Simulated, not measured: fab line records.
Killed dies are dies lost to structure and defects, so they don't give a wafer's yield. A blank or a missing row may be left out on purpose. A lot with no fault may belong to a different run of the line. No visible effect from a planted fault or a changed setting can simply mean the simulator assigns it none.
Which tool is to blame? | flow gf180mcu | 30 wafers from 10 lots sampled at 7 of the route's 602 steps

== WHAT THE GAUGES READ, wafer by wafer ==
GF_V1_OVL_MEAS_15.
lot  | measured     | on         | V1_OVL (nm)
L440 | day 18 09:08 | overlay-02 | -16 -6 -9
L441 | day 18 17:11 | overlay-02 | 2 1 3
L444 | day 19 21:43 | overlay-02 | -1 -6 1
L448 | day 21 13:08 | overlay-02 | -11 6 -7
L449 | day 21 19:17 | overlay-01 | -14 -9 -7
L450 | day 22 12:02 | overlay-01 | -4 -6 -2
L458 | day 24 22:13 | overlay-01 | -13 1 -9
L459 | day 25 04:23 | overlay-02 | -5 -7 -7
L460 | day 25 10:04 | overlay-01 | 7 1 0
L461 | day 25 16:37 | overlay-02 | 2 -5 -1

GF_V3_RS_MEAS_24: the measuring method here is four-point-probe.
lot  | measured     | on            | V3_W_RS (ohm/sq)
L440 | day 22 13:38 | film-metro-04 | 0.328 0.332 0.331
L441 | day 22 20:46 | film-metro-01 | 0.330 0.331 0.332
L444 | day 24 01:56 | film-metro-03 | 0.325 0.321 0.323
L448 | day 25 15:16 | film-metro-04 | 0.264 0.266 0.266 0.265 0.266 0.266
L449 | day 25 20:07 | film-metro-01 | 0.262 0.266 0.265 0.263 0.266 0.265
L450 | day 26 10:58 | film-metro-03 | 0.263 0.263 0.264 0.263 0.262 0.265
L458 | day 28 16:23 | film-metro-03 | 0.332 0.324 0.329
L459 | day 28 20:27 | film-metro-01 | 0.324 0.321 0.327
L460 | day 29 02:38 | film-metro-04 | 0.320 0.322 0.319
L461 | day 29 09:14 | film-metro-03 | 0.329 0.325 0.329

GF_V3_THK_MEAS_25: measures by xrf.
lot  | measured     | on            | V3_W_THK (nm)
L440 | day 22 13:45 | film-metro-04 | 350 343 345
L441 | day 22 20:53 | film-metro-01 | 353 353 353
L444 | day 24 02:03 | film-metro-03 | 354 361 360
L448 | day 25 18:53 | film-metro-04 | 447 444 442 446 444 442
L449 | day 26 00:22 | film-metro-01 | 445 435 440 441 434 437
L450 | day 26 13:51 | film-metro-03 | 444 446 446 448 447 443
L458 | day 28 16:30 | film-metro-03 | 350 359 354
L459 | day 28 20:34 | film-metro-01 | 360 363 355
L460 | day 29 02:46 | film-metro-04 | 364 360 368
L461 | day 29 09:20 | film-metro-03 | 355 360 355

GF_M4_OVL_MEAS_15.
lot  | measured     | on         | M4_OVL (nm)
L440 | day 23 13:11 | overlay-02 | -1 9 12
L441 | day 23 19:53 | overlay-01 | -1 -2 2
L444 | day 25 00:34 | overlay-01 | 3 17 4
L448 | day 26 13:16 | overlay-02 | 3 -1 2
L449 | day 26 18:13 | overlay-02 | -11 -2 -11
L450 | day 27 08:46 | overlay-02 | 3 7 5
L458 | day 29 11:52 | overlay-02 | -8 -1 -12
L459 | day 29 15:52 | overlay-01 | -4 5 -7
L460 | day 29 22:19 | overlay-01 | 7 7 5
L461 | day 30 04:46 | overlay-02 | 1 1 8

== EACH LOT AND THE TOOL THAT RAN IT (in order: tool; ch and the chambers of the sampled wafers; start) ==
lot  | GF_M2_SPUTTER_03             | GF_V3_CVD_23                  | GF_V3_CMP_26
L440 | pvd-sputter-03, day 18 10:43 | cvd-w-02 ch 0,1, day 22 13:31 | cmp-01 ch 0,1,3, day 22 13:49
L441 | pvd-sputter-01, day 18 18:44 | cvd-w-02 ch 0,1, day 22 20:40 | cmp-02 ch 0,1,2, day 22 21:06
L444 | pvd-sputter-03, day 19 23:42 | cvd-w-01 ch 0,1, day 24 01:49 | cmp-01 ch 0,1,3, day 24 02:15
L448 | pvd-sputter-01, day 21 14:41 | cvd-w-01 ch 0,1, day 25 15:08 | cmp-02 ch 0,1,3, day 25 22:26
L449 | pvd-sputter-01, day 21 20:50 | cvd-w-01 ch 0,1, day 25 20:01 | cmp-01 ch 0,1, day 26 03:22
L450 | pvd-sputter-03, day 22 13:35 | cvd-w-01 ch 0,1, day 26 10:52 | cmp-01 ch 0,1,2, day 26 18:35
L458 | pvd-sputter-03, day 25 00:04 | cvd-w-02 ch 0,1, day 28 16:16 | cmp-01 ch 0,1,2, day 28 16:34
L459 | pvd-sputter-02, day 25 05:56 | cvd-w-01 ch 0,1, day 28 20:20 | cmp-02 ch 0,2,3, day 28 20:38
L460 | pvd-sputter-02, day 25 11:37 | cvd-w-01 ch 0,1, day 29 02:32 | cmp-02 ch 0,1,2, day 29 02:49
L461 | pvd-sputter-01, day 25 18:10 | cvd-w-02 ch 0,1, day 29 09:08 | cmp-01 ch 2,3, day 29 09:23
- GF_M2_SPUTTER_03: material Ti, target thk 10 nm, time 6.7 s.
- GF_V3_CVD_23: deposits W, target thk 350 nm, time 104.9 s.
- GF_V3_CMP_26: polishes, stops on SiO2, t overpolish 15 s, target thk 0 nm.

== WHAT THE TOOLS THEMSELVES READ (means of the sampled wafers that have a number; where no wafer has one, the mark that the record gives instead) ==
GF_M2_SPUTTER_03.
lot  | tool           | throttle-valve-pct (%)
L440 | pvd-sputter-03 | 29.2
L441 | pvd-sputter-01 | 28.8
L444 | pvd-sputter-03 | 29.4
L448 | pvd-sputter-01 | 28.9
L449 | pvd-sputter-01 | 29.4
L450 | pvd-sputter-03 | 29.7
L458 | pvd-sputter-03 | 29.5
L459 | pvd-sputter-02 | 30.6
L460 | pvd-sputter-02 | 30.3
L461 | pvd-sputter-01 | 29.4

GF_V3_CVD_23.
lot  | tool     | chamber-pressure-Torr (Torr) | heater-power-outer-w (W) | heater-power-w (W) | susceptor-temp-C (C)
L440 | cvd-w-02 | 39.98                        | 476                      | 676                | 399.91
L441 | cvd-w-02 | 39.95                        | 468                      | 685                | 400.27
L444 | cvd-w-01 | 40.09                        | 599                      | 925                | 400.10
L448 | cvd-w-01 | 40.02                        | 693                      | 1049               | 412.06
L449 | cvd-w-01 | 39.99                        | 651                      | 996                | 411.96
L450 | cvd-w-01 | 39.96                        | 647                      | 1001               | 411.56
L458 | cvd-w-02 | 39.96                        | 456                      | 683                | 400.11
L459 | cvd-w-01 | 39.94                        | 630                      | 992                | 399.77
L460 | cvd-w-01 | 39.90                        | 641                      | 998                | 400.00
L461 | cvd-w-02 | 40.06                        | 454                      | 687                | 400.14

GF_V3_CMP_26.
lot  | tool   | motor-current-A (A) | time-to-endpoint-s (s)
L440 | cmp-01 | 11.6                | 86.6
L441 | cmp-02 | 10.3                | 85.0
L444 | cmp-01 | 11.6                | 86.1
L448 | cmp-02 | 11.5                | 106.3
L449 | cmp-01 | 12.4                | 104.7
L450 | cmp-01 | 12.1                | 106.2
L458 | cmp-01 | 11.6                | 82.6
L459 | cmp-02 | 11.9                | 82.9
L460 | cmp-02 | 10.5                | 89.5
L461 | cmp-01 | 11.1                | 85.1

== THE ANSWER, worked out from the rows above alone ==
Rule: what is usual is taken from the lots themselves. The widest of any qualifying gaps counts: lots, ordered by their means at a reading, are off when they make up no more than a third of the lots, leave a main group of 4 or more, and stand apart from it by 3 or more times the standard deviation of that group's means. Not used: any main group whose means are identical at the precision the tables above print for the reading. A lot without any number at a reading at which 4 lots or more have one is off too. Any other lot the step has rows for is counted as sound. After the gauges, taken in route order, come the tools' own readings; for these a lot's mean is taken, as printed above. At the first step where some lot is off, the reading lying furthest off is the one used; lots without a number count as furthest.
Off: L448, L449, L450, seen at GF_V3_RS_MEAS_24 (V3_W_RS). The main group: mean 0.326 ohm/sq, standard deviation 0.0037.
If a tool, at a process step before that reading, ran all the lots that are off and no sound lot after the first of them, it fits. The gauges at GF_V3_RS_MEAS_24 aren't tried: what is off there is off at GF_V3_CVD_23 too, on other tools, and a gauge's error can't cause that. Of those tried, none fits.

== WHAT THE SIMULATOR HAD PUT IN ==
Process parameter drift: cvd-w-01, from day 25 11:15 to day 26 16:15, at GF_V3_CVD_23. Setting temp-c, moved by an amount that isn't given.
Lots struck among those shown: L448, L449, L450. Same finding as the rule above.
